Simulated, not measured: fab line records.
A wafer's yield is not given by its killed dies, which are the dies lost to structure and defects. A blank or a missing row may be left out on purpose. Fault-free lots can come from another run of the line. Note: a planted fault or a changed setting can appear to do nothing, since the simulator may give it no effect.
fab line records -- flow sky130
record lots=24, wafers=72, last-day=50
route steps=708 shown CONTACT@422 CAPM@549 METAL3@564 VIA4@650 METAL5@666
lots untouched by any fault: they come from a run of this same line in which no faults occurred
start-h: start of the lot's first displayed wafer, in hours after the record's first day -- wait-h: time in hours since the lot's previous step -- " unchanged from the row above -- L1.1+2: several wafers, shown together as one row -- - no value present, or no start provided -- * or withheld: withheld -- < > ~ a bound
route shown NAME@n: a module of which the file shows steps, and the number in the route of the first -- usual: mean/standard deviation of fault-free wafers -- same: alike in all rows -- chamber/n: place in a boat -- sites: per-site readings -- _std_site: standard deviation of those values -- _edge_site: the outer-site mean with the inner-site mean subtracted -- radius-mm: how far each site lies from the wafer's centre -- mask NAME#n: copy n -- behind: tool/chamber where the wafer was last shaped -- hold: why the lot went on hold/how many hours it stayed there/how the hold came to an end -- device: the n, p or np transistor that did not switch -- end of line: at the end of the route, the tests of the same wafers -- a step given without rows: its recipe and nothing more -- killed: the dies lost at the first sort to structure and to defects; this is not the yield of the wafer -- map: dies across one wafer; x = killed, . = not, _ = none there
set.NAME: setting as actually run; set.NAME@STEP: the setting as run at that earlier step -- model.NAME: the simulator's own value behind a step, which no gauge read
steps of the route over a sample of lots; a table a step, a row a wafer
services: from which hour (start-h, from the record's first day; less than 0 if before it) a tool's chamber was out of use, for how many hours, and why
## steps
# step SKY_CONTACT_ETCH_16
# recipe chemistry=N2/H2, target=BARC, ion-energy-ev=200, source-w=500, bias-w=100, pressure-mtorr=30, n2-flow-sccm=100, h2-flow-sccm=200, stop-on=SiO2, time-s=45.9, target-depth-a=600
# usual drypump-motor-current-A=6.0/0.44, oes-product-au=0.854/0.0043, throttle-valve-pct=13.224/0.009
lot.wafer,tool,chamber,start-h,wait-h,drypump-motor-current-A,oes-product-au,rf-hours-counter-h,throttle-valve-pct
L074.1,rie-diel-02,0,719.83,0.0,6.3,0.849,3,13.218
L074.2,rie-diel-02,3,719.83,0.0,6.3,0.857,5,13.209
L074.4,rie-diel-02,1,719.83,0.0,6.2,0.861,7,13.228
L075.3,rie-diel-03,1,734.98,0.0,5.4,0.852,21,13.216
L075.5,rie-diel-03,3,734.98,0.0,5.9,0.851,-,13.223
L075.6,rie-diel-03,2,734.98,0.0,5.6,0.850,-,13.224
L076.1,rie-diel-03,2,745.38,0.0,5.6,0.855,20,13.227
L076.2,rie-diel-03,1,745.38,0.0,5.4,0.854,21,13.207
L076.5,rie-diel-03,0,745.38,0.0,5.1,0.854,-,13.222
L077.2,rie-diel-03,1,748.78,0.0,5.4,0.854,21,13.233
L077.3,rie-diel-03,2,748.78,0.0,5.6,0.855,20,13.237
L077.6,rie-diel-03,1,748.78,0.0,5.4,0.850,-,13.225
L078.3,rie-diel-01,2,766.29,0.0,5.8,0.852,13,13.221
L078.5,rie-diel-01,3,766.29,0.0,6.6,0.858,-,13.213
L078.6,rie-diel-01,1,766.29,0.0,6.5,0.860,-,13.220
L079.2,rie-diel-02,1,767.13,0.0,6.2,0.853,8,13.233
L079.3,rie-diel-02,2,767.13,0.0,6.0,0.855,12,13.216
L079.4,rie-diel-02,3,767.13,0.0,6.3,0.858,7,13.213
L080.2,rie-diel-01,1,778.15,0.0,6.5,0.853,14,13.217
L080.4,rie-diel-01,3,778.15,0.0,6.6,0.857,-,13.219
L080.6,rie-diel-01,1,778.15,0.0,6.5,0.849,-,13.208
L081.3,rie-diel-01,1,785.64,0.0,6.5,0.857,14,13.205
L081.4,rie-diel-01,1,785.64,0.0,6.5,0.854,-,13.239
L081.5,rie-diel-01,2,785.64,0.0,5.8,0.854,-,13.213
L082.1,rie-diel-01,1,793.79,0.0,6.5,0.857,14,13.225
L082.3,rie-diel-01,0,793.79,0.0,5.6,0.856,4,13.218
L082.5,rie-diel-01,3,793.79,0.0,6.6,0.860,-,13.239
L083.2,rie-diel-03,1,816.84,0.0,5.4,0.859,23,13.220
L083.3,rie-diel-03,2,816.84,0.0,5.6,0.849,22,13.229
L083.4,rie-diel-03,0,816.84,0.0,5.2,0.854,15,13.214
L084.2,rie-diel-03,1,819.84,0.0,5.4,0.859,23,13.218
L084.5,rie-diel-03,2,819.84,0.0,5.6,0.858,-,13.224
L084.6,rie-diel-03,1,819.84,0.0,5.4,0.857,-,13.210
L085.3,rie-diel-01,3,822.24,0.0,6.6,0.851,7,13.220
L085.4,rie-diel-01,2,822.24,0.0,5.8,0.853,15,13.214
L085.5,rie-diel-01,0,822.24,0.0,5.6,0.854,-,13.232
L086.2,rie-diel-03,0,838.84,0.0,5.1,0.856,15,13.215
L086.4,rie-diel-03,2,838.84,0.0,5.6,0.855,23,13.230
L086.6,rie-diel-03,3,838.84,0.0,5.8,0.860,-,13.218
L087.1,rie-diel-01,1,854.48,0.0,6.6,0.857,16,13.226
L087.2,rie-diel-01,3,854.48,0.0,6.6,0.868,8,13.225
L087.3,rie-diel-01,2,854.48,0.0,5.7,0.848,16,13.215
L088.3,rie-diel-02,3,864.94,0.0,6.3,0.857,9,13.221
L088.5,rie-diel-02,1,864.94,0.0,6.1,0.847,-,13.230
L088.6,rie-diel-02,2,864.94,0.0,5.9,0.851,-,13.225
L089.3,rie-diel-02,1,870.99,0.0,6.2,0.851,11,13.231
L089.5,rie-diel-02,3,870.99,0.0,6.3,0.857,-,13.231
L089.6,rie-diel-02,2,870.99,0.0,6.0,0.853,-,13.214
L090.1,rie-diel-02,0,872.13,0.0,6.3,0.851,7,13.217
L090.4,rie-diel-02,3,872.13,0.0,6.3,0.852,10,13.229
L090.5,rie-diel-02,1,872.13,0.0,6.2,0.850,-,13.221
L091.2,rie-diel-01,0,874.69,0.0,5.6,0.859,6,13.240
L091.4,rie-diel-01,1,874.69,0.0,6.5,0.843,17,13.233
L091.5,rie-diel-01,3,874.69,0.0,6.6,0.850,-,13.233
L092.1,rie-diel-01,2,875.93,0.0,5.8,0.851,17,13.235
L092.3,rie-diel-01,0,875.93,0.0,5.6,0.856,6,13.244
L092.5,rie-diel-01,2,875.93,0.0,5.8,0.850,-,13.212
L093.3,rie-diel-01,3,879.94,0.0,6.6,0.853,9,13.242
L093.4,rie-diel-01,0,879.94,0.0,5.6,0.848,7,13.215
L093.5,rie-diel-01,3,879.94,0.0,6.6,0.852,-,13.209
L094.1,rie-diel-02,0,885.59,0.0,6.3,0.849,8,13.219
L094.2,rie-diel-02,1,885.59,0.0,6.2,0.855,12,13.240
L094.5,rie-diel-02,0,885.59,0.0,6.3,0.857,-,13.221
L095.2,rie-diel-01,1,908.34,0.0,6.5,0.855,18,13.220
L095.3,rie-diel-01,0,908.34,0.0,5.6,0.858,7,13.219
L095.5,rie-diel-01,3,908.34,0.0,6.6,0.860,-,13.249
L096.1,rie-diel-02,3,909.34,0.0,6.3,0.858,11,13.231
L096.3,rie-diel-02,2,909.34,0.0,6.0,0.850,17,13.219
L096.4,rie-diel-02,1,909.34,0.0,6.2,0.858,13,13.216
L097.1,rie-diel-02,3,924.30,0.0,6.3,0.855,11,13.230
L097.2,rie-diel-02,2,924.30,0.0,6.0,0.851,17,13.206
L097.5,rie-diel-02,3,924.30,0.0,6.3,0.856,-,13.221
# step SKY_CAPM_OVL_MEAS_12
# usual CAPM_OVL=-1.3/1.6
lot.wafer,tool,chamber,start-h,wait-h,CAPM_OVL[nm]
L074.1,overlay-02,-,860.14,0.1,-3.2
L074.2,overlay-02,-,860.14,0.1,-2.2
L074.4,overlay-02,-,860.14,0.1,-2.9
L075.3,overlay-01,-,874.20,0.1,0.6
L075.5,overlay-01,-,874.20,0.1,0.5
L075.6,overlay-01,-,874.20,0.1,0.7
L076.1,overlay-01,-,885.94,0.1,-1.4
L076.2,overlay-01,-,885.94,0.1,-1.7
L076.5,overlay-01,-,885.94,0.1,-1.0
L077.2,overlay-01,-,887.85,0.1,-2.1
L077.3,overlay-01,-,887.85,0.1,-2.1
L077.6,overlay-01,-,887.85,0.1,-3.8
L078.3,overlay-02,-,905.65,0.1,-3.7
L078.5,overlay-02,-,905.65,0.1,-2.0
L078.6,overlay-02,-,905.65,0.1,-1.8
L079.2,overlay-01,-,905.75,0.1,-3.0
L079.3,overlay-01,-,905.75,0.1,-3.8
L079.4,overlay-01,-,905.75,0.1,-3.1
L080.2,overlay-01,-,916.25,0.1,-3.1
L080.4,overlay-01,-,916.25,0.1,-2.4
L080.6,overlay-01,-,916.25,0.1,-2.4
L081.3,overlay-02,-,922.38,0.1,-3.1
L081.4,overlay-02,-,922.38,0.1,-2.2
L081.5,overlay-02,-,922.38,0.1,-3.8
L082.1,overlay-01,-,930.64,0.1,-1.4
L082.3,overlay-01,-,930.64,0.1,-2.9
L082.5,overlay-01,-,930.64,0.1,-1.8
L083.2,overlay-02,-,954.48,0.1,0.8
L083.3,overlay-02,-,954.48,0.1,2.0
L083.4,overlay-02,-,954.48,0.1,0.3
L084.2,overlay-01,-,955.90,0.1,-2.9
L084.5,overlay-01,-,955.90,0.1,-2.0
L084.6,overlay-01,-,955.90,0.1,-4.4
L085.3,overlay-02,-,958.40,0.1,-1.2
L085.4,overlay-02,-,958.40,0.1,-3.2
L085.5,overlay-02,-,958.40,0.1,-1.7
L086.2,overlay-02,-,971.75,0.1,1.6
L086.4,overlay-02,-,971.75,0.1,-0.7
L086.6,overlay-02,-,971.75,0.1,0.7
L087.1,overlay-01,-,986.99,0.1,-0.5
L087.2,overlay-01,-,986.99,0.1,-1.0
L087.3,overlay-01,-,986.99,0.1,0.7
L088.3,overlay-02,-,995.58,0.1,0.7
L088.5,overlay-02,-,995.58,0.1,1.6
L088.6,overlay-02,-,995.58,0.1,1.4
L089.3,overlay-01,-,1000.75,0.1,-1.8
L089.5,overlay-01,-,1000.75,0.1,-0.9
L089.6,overlay-01,-,1000.75,0.1,-2.7
L090.1,overlay-01,-,1002.42,0.1,-1.4
L090.4,overlay-01,-,1002.42,0.1,0.4
L090.5,overlay-01,-,1002.42,0.1,-0.6
L091.2,overlay-02,-,1005.30,0.1,0.7
L091.4,overlay-02,-,1005.30,0.1,1.6
L091.5,overlay-02,-,1005.30,0.1,1.8
L092.1,overlay-01,-,1006.19,0.1,-2.7
L092.3,overlay-01,-,1006.19,0.1,-1.7
L092.5,overlay-01,-,1006.19,0.1,-1.7
L093.3,overlay-01,-,1010.30,0.1,-0.2
L093.4,overlay-01,-,1010.30,0.1,-2.0
L093.5,overlay-01,-,1010.30,0.1,-1.5
L094.1,overlay-02,-,1014.07,0.1,-1.5
L094.2,overlay-02,-,1014.07,0.1,-1.6
L094.5,overlay-02,-,1014.07,0.1,-2.1
L095.2,overlay-01,-,1035.23,0.1,-1.1
L095.3,overlay-01,-,1035.23,0.1,-0.4
L095.5,overlay-01,-,1035.23,0.1,0.4
L096.1,overlay-02,-,1035.64,0.1,-1.5
L096.3,overlay-02,-,1035.64,0.1,-1.0
L096.4,overlay-02,-,1035.64,0.1,-0.7
L097.1,overlay-01,-,1047.24,0.1,-2.3
L097.2,overlay-01,-,1047.24,0.1,0.4
L097.5,overlay-01,-,1047.24,0.1,0.5
# step SKY_METAL3_OVL_MEAS_14
# usual METAL3_OVL=3/5.5
lot.wafer,tool,chamber,start-h,wait-h,METAL3_OVL[nm]
L074.1,overlay-02,-,886.59,0.1,11
L074.2,overlay-02,-,886.59,0.1,14
L074.4,overlay-02,-,886.59,0.1,9
L075.3,overlay-02,-,900.45,0.1,6
L075.5,overlay-02,-,900.45,0.1,7
L075.6,overlay-02,-,900.45,0.1,4
L076.1,overlay-02,-,911.81,0.1,0
L076.2,overlay-02,-,911.81,0.1,1
L076.5,overlay-02,-,911.81,0.1,0
L077.2,overlay-02,-,913.80,0.1,8
L077.3,overlay-02,-,913.80,0.1,7
L077.6,overlay-02,-,913.80,0.1,4
L078.3,overlay-01,-,931.42,0.1,0
L078.5,overlay-01,-,931.42,0.1,0
L078.6,overlay-01,-,931.42,0.1,3
L079.2,overlay-02,-,931.80,0.1,8
L079.3,overlay-02,-,931.80,0.1,4
L079.4,overlay-02,-,931.80,0.1,1
L080.2,overlay-02,-,941.86,0.1,-2
L080.4,overlay-02,-,941.86,0.1,2
L080.6,overlay-02,-,941.86,0.1,-3
L081.3,overlay-02,-,948.92,0.1,7
L081.4,overlay-02,-,948.92,0.1,6
L081.5,overlay-02,-,948.92,0.1,2
L082.1,overlay-02,-,956.66,0.1,-1
L082.3,overlay-02,-,956.66,0.1,-1
L082.5,overlay-02,-,956.66,0.1,2
L083.2,overlay-01,-,979.41,0.1,-1
L083.3,overlay-01,-,979.41,0.1,0
L083.4,overlay-01,-,979.41,0.1,2
L084.2,overlay-01,-,980.60,0.1,0
L084.5,overlay-01,-,980.60,0.1,-8
L084.6,overlay-01,-,980.60,0.1,-2
L085.3,overlay-01,-,983.11,0.1,3
L085.4,overlay-01,-,983.11,0.1,4
L085.5,overlay-01,-,983.11,0.1,4
L086.2,overlay-01,-,996.85,0.1,3
L086.4,overlay-01,-,996.85,0.1,4
L086.6,overlay-01,-,996.85,0.1,1
L087.1,overlay-01,-,1011.14,0.1,-5
L087.2,overlay-01,-,1011.14,0.1,-1
L087.3,overlay-01,-,1011.14,0.1,-1
L088.3,overlay-02,-,1019.60,0.1,3
L088.5,overlay-02,-,1019.60,0.1,10
L088.6,overlay-02,-,1019.60,0.1,11
L089.3,overlay-02,-,1024.33,0.1,-1
L089.5,overlay-02,-,1024.33,0.1,-2
L089.6,overlay-02,-,1024.33,0.1,-2
L090.1,overlay-01,-,1025.45,0.1,7
L090.4,overlay-01,-,1025.45,0.1,5
L090.5,overlay-01,-,1025.45,0.1,5
L091.2,overlay-02,-,1028.50,0.1,13
L091.4,overlay-02,-,1028.50,0.1,8
L091.5,overlay-02,-,1028.50,0.1,1
L092.1,overlay-02,-,1029.94,0.1,-5
L092.3,overlay-02,-,1029.94,0.1,-7
L092.5,overlay-02,-,1029.94,0.1,-7
L093.3,overlay-02,-,1033.56,0.1,13
L093.4,overlay-02,-,1033.56,0.1,5
L093.5,overlay-02,-,1033.56,0.1,14
L094.1,overlay-01,-,1037.10,0.1,6
L094.2,overlay-01,-,1037.10,0.1,0
L094.5,overlay-01,-,1037.10,0.1,6
L095.2,overlay-01,-,1057.80,0.1,-1
L095.3,overlay-01,-,1057.80,0.1,-18
L095.5,overlay-01,-,1057.80,0.1,-11
L096.1,overlay-02,-,1058.65,0.1,1
L096.3,overlay-02,-,1058.65,0.1,5
L096.4,overlay-02,-,1058.65,0.1,4
L097.1,overlay-01,-,1068.66,0.1,3
L097.2,overlay-01,-,1068.66,0.1,6
L097.5,overlay-01,-,1068.66,0.1,-1
# step SKY_VIA4_OVL_MEAS_11
# usual VIA4_OVL=-0.2/1.3
lot.wafer,tool,chamber,start-h,wait-h,VIA4_OVL[nm]
L074.1,overlay-01,-,989.49,0.1,-0.5
L074.2,overlay-01,-,989.49,0.1,-0.5
L074.4,overlay-01,-,989.49,0.1,-1.6
L075.3,overlay-01,-,1003.00,0.1,0.0
L075.5,overlay-01,-,1003.00,0.1,-0.4
L075.6,overlay-01,-,1003.00,0.1,0.3
L076.1,overlay-01,-,1013.08,0.1,-1.0
L076.2,overlay-01,-,1013.08,0.1,-1.0
L076.5,overlay-01,-,1013.08,0.1,-1.4
L077.2,overlay-02,-,1015.69,0.1,-0.3
L077.3,overlay-02,-,1015.69,0.1,-1.3
L077.6,overlay-02,-,1015.69,0.1,-0.4
L078.3,overlay-02,-,1032.29,0.1,-1.4
L078.5,overlay-02,-,1032.29,0.1,1.3
L078.6,overlay-02,-,1032.29,0.1,0.6
L079.2,overlay-01,-,1032.38,0.1,1.0
L079.3,overlay-01,-,1032.38,0.1,-0.3
L079.4,overlay-01,-,1032.38,0.1,0.6
L080.2,overlay-02,-,1039.69,0.1,-3.6
L080.4,overlay-02,-,1039.69,0.1,-3.5
L080.6,overlay-02,-,1039.69,0.1,-3.0
L081.3,overlay-01,-,1046.19,0.1,2.0
L081.4,overlay-01,-,1046.19,0.1,0.5
L081.5,overlay-01,-,1046.19,0.1,0.6
L082.1,overlay-01,-,1054.49,0.1,-1.2
L082.3,overlay-01,-,1054.49,0.1,0.2
L082.5,overlay-01,-,1054.49,0.1,0.7
L083.2,overlay-01,-,1072.98,0.1,1.2
L083.3,overlay-01,-,1072.98,0.1,0.9
L083.4,overlay-01,-,1072.98,0.1,1.1
L084.2,overlay-01,-,1074.45,0.1,1.0
L084.5,overlay-01,-,1074.45,0.1,-0.2
L084.6,overlay-01,-,1074.45,0.1,0.4
L085.3,overlay-01,-,1080.15,0.1,0.6
L085.4,overlay-01,-,1080.15,0.1,0.6
L085.5,overlay-01,-,1080.15,0.1,0.3
L086.2,overlay-02,-,1087.99,0.1,-0.2
L086.4,overlay-02,-,1087.99,0.1,-1.3
L086.6,overlay-02,-,1087.99,0.1,0.5
L087.1,overlay-01,-,1102.08,0.1,0.5
L087.2,overlay-01,-,1102.08,0.1,1.2
L087.3,overlay-01,-,1102.08,0.1,-0.8
L088.3,overlay-02,-,1110.14,0.1,-1.5
L088.5,overlay-02,-,1110.14,0.1,-1.2
L088.6,overlay-02,-,1110.14,0.1,-2.2
L089.3,overlay-01,-,1111.45,0.1,-0.9
L089.5,overlay-01,-,1111.45,0.1,0.6
L089.6,overlay-01,-,1111.45,0.1,-1.1
L090.1,overlay-01,-,1111.83,0.1,-0.6
L090.4,overlay-01,-,1111.83,0.1,0.4
L090.5,overlay-01,-,1111.83,0.1,0.5
L091.2,overlay-01,-,1113.08,0.1,-1.2
L091.4,overlay-01,-,1113.08,0.1,-1.0
L091.5,overlay-01,-,1113.08,0.1,-0.8
L092.1,overlay-02,-,1115.54,0.1,0.9
L092.3,overlay-02,-,1115.54,0.1,0.7
L092.5,overlay-02,-,1115.54,0.1,-0.6
L093.3,overlay-02,-,1120.65,0.1,-1.5
L093.4,overlay-02,-,1120.65,0.1,-1.3
L093.5,overlay-02,-,1120.65,0.1,-0.8
L094.1,overlay-02,-,1125.43,0.1,-0.6
L094.2,overlay-02,-,1125.43,0.1,-0.6
L094.5,overlay-02,-,1125.43,0.1,1.0
L095.2,overlay-01,-,1141.68,0.1,-1.4
L095.3,overlay-01,-,1141.68,0.1,-1.1
L095.5,overlay-01,-,1141.68,0.1,-0.8
L096.1,overlay-02,-,1142.59,0.1,2.5
L096.3,overlay-02,-,1142.59,0.1,1.2
L096.4,overlay-02,-,1142.59,0.1,1.3
L097.1,overlay-02,-,1147.82,0.1,1.2
L097.2,overlay-02,-,1147.82,0.1,2.2
L097.5,overlay-02,-,1147.82,0.1,1.1
# step SKY_VIA4_CMP_21
# recipe stop-on=SiO2, t-overpolish-s=25, down-force-psi=3.5, platen-rpm=60, target-thk-nm=0, pad-velocity-m-s=0.94248
# usual motor-current-A=11.4/1, overpolish-run-s=25.000/0.0094, time-to-endpoint-s=123/4
lot.wafer,tool,chamber,start-h,wait-h,motor-current-A,overpolish-run-s,time-to-endpoint-s
L074.2,cmp-01,3,990.59,0.0,11.4,24.995,129
L074.4,cmp-01,1,990.59,0.0,12.5,24.999,122
L074.1,cmp-01,2,990.59,0.0,13.7,24.994,125
L075.3,cmp-01,2,1004.27,0.2,12.8,25.001,126
L075.6,cmp-01,3,1004.27,0.2,11.1,25.001,127
L075.5,cmp-01,0,1004.27,0.2,11.1,25.021,129
L076.1,cmp-01,2,1014.26,0.1,13.6,25.021,125
L076.2,cmp-01,0,1014.26,0.1,11.2,24.997,131
L076.5,cmp-01,1,1014.26,0.1,11.6,25.004,123
L077.2,cmp-01,1,1016.88,0.1,11.6,24.988,125
L077.3,cmp-01,2,1016.88,0.1,13.0,24.995,127
L077.6,cmp-01,0,1016.88,0.1,11.0,25.001,132
L078.3,cmp-01,0,1033.39,0.0,10.9,25.020,125
L078.6,cmp-01,0,1033.39,0.0,10.6,24.997,125
L078.5,cmp-01,1,1033.39,0.0,11.4,24.999,118
L079.4,cmp-02,2,1033.59,0.1,11.9,25.006,126
L079.2,cmp-02,3,1033.59,0.1,9.7,25.016,125
L079.3,cmp-02,0,1033.59,0.1,11.7,24.998,123
L080.2,cmp-02,3,1040.82,0.0,9.9,24.993,121
L080.4,cmp-02,1,1040.82,0.0,10.0,25.004,123
L080.6,cmp-02,0,1040.82,0.0,12.2,24.987,120
L081.3,cmp-01,1,1047.33,0.1,11.9,25.004,114
L081.4,cmp-01,3,1047.33,0.1,11.3,24.989,117
L081.5,cmp-01,0,1047.33,0.1,10.8,25.008,116
L082.3,cmp-01,2,1055.64,0.1,12.2,24.989,122
L082.1,cmp-01,3,1055.64,0.1,11.6,25.008,128
L082.5,cmp-01,1,1055.64,0.1,12.1,24.997,124
L083.3,cmp-02,3,1074.07,0.0,10.1,24.988,121
L083.2,cmp-02,1,1074.07,0.0,10.5,24.996,121
L083.4,cmp-02,2,1074.07,0.0,12.4,25.006,119
L084.2,cmp-01,0,1075.82,0.2,10.5,24.990,124
L084.5,cmp-01,3,1075.82,0.2,11.4,25.001,122
L084.6,cmp-01,0,1075.82,0.2,11.3,25.012,124
L085.4,cmp-01,3,1081.29,0.1,11.4,25.003,121
L085.3,cmp-01,1,1081.29,0.1,11.7,25.014,126
L085.5,cmp-01,2,1081.29,0.1,13.1,25.021,123
L086.4,cmp-02,0,1089.39,0.3,12.2,25.011,125
L086.2,cmp-02,2,1089.39,0.3,12.2,24.994,124
L086.6,cmp-02,1,1089.39,0.3,9.8,25.007,125
L087.2,cmp-01,2,1107.77,4.6,11.8,24.994,114
L087.1,cmp-01,3,1107.77,4.6,10.7,25.008,122
L087.3,cmp-01,0,1107.77,4.6,11.0,24.984,126
L088.3,cmp-01,1,1116.33,5.1,11.5,25.008,119
L088.6,cmp-01,0,1116.33,5.1,11.0,25.000,126
L088.5,cmp-01,1,1116.33,5.1,11.3,25.002,123
L089.3,cmp-01,1,1117.58,4.7,12.0,24.997,121
L089.6,cmp-01,3,1117.58,4.7,11.6,25.009,119
L089.5,cmp-01,0,1117.58,4.7,10.8,25.014,126
L090.4,cmp-01,2,1118.13,5.0,12.9,24.991,126
L090.1,cmp-01,3,1118.13,5.0,11.7,25.003,124
L090.5,cmp-01,1,1118.13,5.0,11.5,25.004,119
L091.2,cmp-02,3,1119.45,5.3,9.6,24.992,126
L091.4,cmp-02,2,1119.45,5.3,12.6,24.988,120
L091.5,cmp-02,0,1119.45,5.3,12.3,24.996,127
L092.3,cmp-02,1,1121.60,5.0,10.3,25.011,124
L092.1,cmp-02,3,1121.60,5.0,9.5,25.016,127
L092.5,cmp-02,1,1121.60,5.0,10.0,24.996,124
L093.4,cmp-02,0,1124.55,2.8,12.1,24.999,121
L093.3,cmp-02,3,1124.55,2.8,9.7,25.000,124
L093.5,cmp-02,0,1124.55,2.8,12.0,24.991,125
L094.1,cmp-02,2,1127.60,1.1,11.9,24.991,125
L094.2,cmp-02,3,1127.60,1.1,10.2,25.030,126
L094.5,cmp-02,2,1127.60,1.1,11.9,25.000,121
L095.2,cmp-02,2,1142.92,0.1,12.0,25.002,120
L095.3,cmp-02,3,1142.92,0.1,10.3,24.997,125
L095.5,cmp-02,1,1142.92,0.1,9.8,25.006,119
L096.4,cmp-01,1,1143.74,0.0,12.1,25.012,119
L096.1,cmp-01,2,1143.74,0.0,13.7,24.978,119
L096.3,cmp-01,3,1143.74,0.0,11.2,24.999,123
L097.2,cmp-01,2,1148.97,0.1,12.3,24.999,113
L097.1,cmp-01,0,1148.97,0.1,10.2,24.983,123
L097.5,cmp-01,2,1148.97,0.1,13.0,24.997,117
# step SKY_METAL5_RS_MEAS_05
# recipe thk-meas-gauge=four-point-probe, reads=TiN_of_METAL5_SPUTTER_04+Ti_of_METAL5_SPUTTER_03+AlCu_of_METAL5_SPUTTER_02+TiN_of_METAL5_SPUTTER_01+Ti_of_METAL5_SPUTTER_00
# usual METAL5_ALCU_RS=0.02576/0.00028
lot.wafer,tool,chamber,start-h,wait-h,METAL5_ALCU_RS[ohm/sq]
L074.1,film-metro-04,-,991.06,0.0,0.02572
L074.2,film-metro-04,-,991.06,0.0,0.02561
L074.4,film-metro-04,-,991.06,0.0,0.02578
L075.3,film-metro-04,-,1004.62,0.1,0.02541
L075.5,film-metro-04,-,1004.62,0.1,0.02553
L075.6,film-metro-04,-,1004.62,0.1,0.02555
L076.1,film-metro-03,-,1014.68,0.0,0.02603
L076.2,film-metro-03,-,1014.68,0.0,0.0259
L076.5,film-metro-03,-,1014.68,0.0,0.02587
L077.2,film-metro-03,-,1017.27,0.0,0.02591
L077.3,film-metro-03,-,1017.27,0.0,0.02565
L077.6,film-metro-03,-,1017.27,0.0,0.02561
L078.3,film-metro-04,-,1033.90,0.1,0.02603
L078.5,film-metro-04,-,1033.90,0.1,0.02586
L078.6,film-metro-04,-,1033.90,0.1,0.02598
L079.2,film-metro-02,-,1034.03,0.0,0.02563
L079.3,film-metro-02,-,1034.03,0.0,0.02528
L079.4,film-metro-02,-,1034.03,0.0,0.02538
L080.2,film-metro-02,-,1041.31,0.0,0.02548
L080.4,film-metro-02,-,1041.31,0.0,0.0254
L080.6,film-metro-02,-,1041.31,0.0,0.02532
L081.3,film-metro-02,-,1047.79,0.1,0.02566
L081.4,film-metro-02,-,1047.79,0.1,0.02569
L081.5,film-metro-02,-,1047.79,0.1,0.02578
L082.1,film-metro-03,-,1056.06,0.0,0.02535
L082.3,film-metro-03,-,1056.06,0.0,0.02548
L082.5,film-metro-03,-,1056.06,0.0,0.0255
L083.2,film-metro-02,-,1074.55,0.0,0.02541
L083.3,film-metro-02,-,1074.55,0.0,0.02558
L083.4,film-metro-02,-,1074.55,0.0,0.0255
L084.2,film-metro-03,-,1076.25,0.0,0.02575
L084.5,film-metro-03,-,1076.25,0.0,0.02606
L084.6,film-metro-03,-,1076.25,0.0,0.02588
L085.3,film-metro-04,-,1081.74,0.1,0.02605
L085.4,film-metro-04,-,1081.74,0.1,0.02608
L085.5,film-metro-04,-,1081.74,0.1,0.02606
L086.2,film-metro-03,-,1089.88,0.0,0.02563
L086.4,film-metro-03,-,1089.88,0.0,0.026
L086.6,film-metro-03,-,1089.88,0.0,0.02542
L087.1,film-metro-04,-,1108.24,0.0,0.02599
L087.2,film-metro-04,-,1108.24,0.0,0.02562
L087.3,film-metro-04,-,1108.24,0.0,0.02593
L088.3,film-metro-04,-,1116.79,0.1,0.02615
L088.5,film-metro-04,-,1116.79,0.1,0.02621
L088.6,film-metro-04,-,1116.79,0.1,0.02628
L089.3,film-metro-02,-,1117.99,0.1,0.02583
L089.5,film-metro-02,-,1117.99,0.1,0.02611
L089.6,film-metro-02,-,1117.99,0.1,0.02601
L090.1,film-metro-03,-,1118.55,0.0,0.02609
L090.4,film-metro-03,-,1118.55,0.0,0.02588
L090.5,film-metro-03,-,1118.55,0.0,0.02629
L091.2,film-metro-02,-,1119.94,0.0,0.02609
L091.4,film-metro-02,-,1119.94,0.0,0.02573
L091.5,film-metro-02,-,1119.94,0.0,0.02602
L092.1,film-metro-03,-,1122.02,0.0,0.0255
L092.3,film-metro-03,-,1122.02,0.0,0.02557
L092.5,film-metro-03,-,1122.02,0.0,0.02567
L093.3,film-metro-04,-,1125.06,0.1,0.02543
L093.4,film-metro-04,-,1125.06,0.1,0.02599
L093.5,film-metro-04,-,1125.06,0.1,0.02575
L094.1,film-metro-03,-,1128.02,0.0,0.02549
L094.2,film-metro-03,-,1128.02,0.0,0.02541
L094.5,film-metro-03,-,1128.02,0.0,0.02586
L095.2,film-metro-03,-,1143.30,0.0,0.02623
L095.3,film-metro-03,-,1143.30,0.0,0.02631
L095.5,film-metro-03,-,1143.30,0.0,0.02632
L096.1,film-metro-03,-,1144.20,0.0,0.02557
L096.3,film-metro-03,-,1144.20,0.0,0.02545
L096.4,film-metro-03,-,1144.20,0.0,0.02583
L097.1,film-metro-04,-,1149.38,0.0,0.02593
L097.2,film-metro-04,-,1149.38,0.0,0.02586
L097.5,film-metro-04,-,1149.38,0.0,0.02538
## services
tool,chamber,start-h,hours,kind
cmp-01,-,707.12,8.6,pm
rie-diel-01,1,738.36,3.1,repair
rie-diel-01,2,740.48,17.9,repair
cmp-01,-,744.00,4.0,pm
cmp-02,-,753.34,0.8,repair
rie-diel-01,0,758.35,34.6,repair
cmp-02,-,768.45,0.9,repair
rie-diel-01,1,833.97,6.7,repair
cmp-01,-,834.46,2.1,repair
cmp-02,-,842.96,2.3,repair
cmp-02,-,908.45,4.9,repair
cmp-01,-,922.08,0.5,repair
cmp-01,-,1019.40,3.8,repair
rie-diel-01,2,1040.95,13.4,repair
cmp-01,-,1046.16,0.7,repair
cmp-01,-,1052.91,1.1,repair
cmp-01,-,1084.01,4.0,pm
cmp-01,-,1088.01,4.1,pm
cmp-01,-,1100.47,0.2,repair
cmp-01,-,1101.44,3.9,repair
cmp-01,-,1115.00,0.4,repair
cmp-01,-,1118.98,7.1,pm
rie-diel-01,-,1123.16,0.6,repair
cmp-01,-,1126.71,0.6,repair
## key
fault none
